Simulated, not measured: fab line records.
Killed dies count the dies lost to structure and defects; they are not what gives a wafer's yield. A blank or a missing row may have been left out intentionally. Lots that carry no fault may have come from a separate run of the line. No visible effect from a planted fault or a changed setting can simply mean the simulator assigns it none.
Which of the tools did it? -- flow sky130 -- at 1 step of a route of 708, 6 lots with 17 wafers sampled

== WHAT THE GAUGES SHOWED, per wafer ==
SKY_POLY_CUT_OVL_MEAS_09.
lot,measured,on,POLY_CUT_OVL (nm)
L813,day 25 08:58,overlay-02,0 0 7
L815,day 25 18:16,overlay-01,4 3 0
L818,day 26 23:21,overlay-01,-9 -3 -2
L820,day 27 06:13,overlay-01,1 -2 -2
L828,day 29 22:16,overlay-02,9 0
L835,day 31 21:36,overlay-01,-9 -10 -7

== WHICH TOOL RAN EACH LOT (tool, then ch and the chambers of the sampled wafers, then the start) ==
The record shows no process step preceding these readings.

== THE ANSWER, worked out from the rows above alone ==
Rule: what is usual is taken from the lots themselves. Put in order of their means at a reading, lots are off if they are a third of the lots or fewer, leave a main group of 4 or more, and stand apart from it by a gap of 3 or more times the standard deviation of the main group's means; of several such gaps the widest counts. Not used: any main group whose means are identical at the precision the tables above print for the reading. A lot without any number at a reading at which 4 lots or more have one is off too. Where the step has rows for the other lots, those lots are counted as sound.
Nothing can be told from this: no lot is off at any reading shown.

== WHAT THE SIMULATOR HAD INSERTED ==
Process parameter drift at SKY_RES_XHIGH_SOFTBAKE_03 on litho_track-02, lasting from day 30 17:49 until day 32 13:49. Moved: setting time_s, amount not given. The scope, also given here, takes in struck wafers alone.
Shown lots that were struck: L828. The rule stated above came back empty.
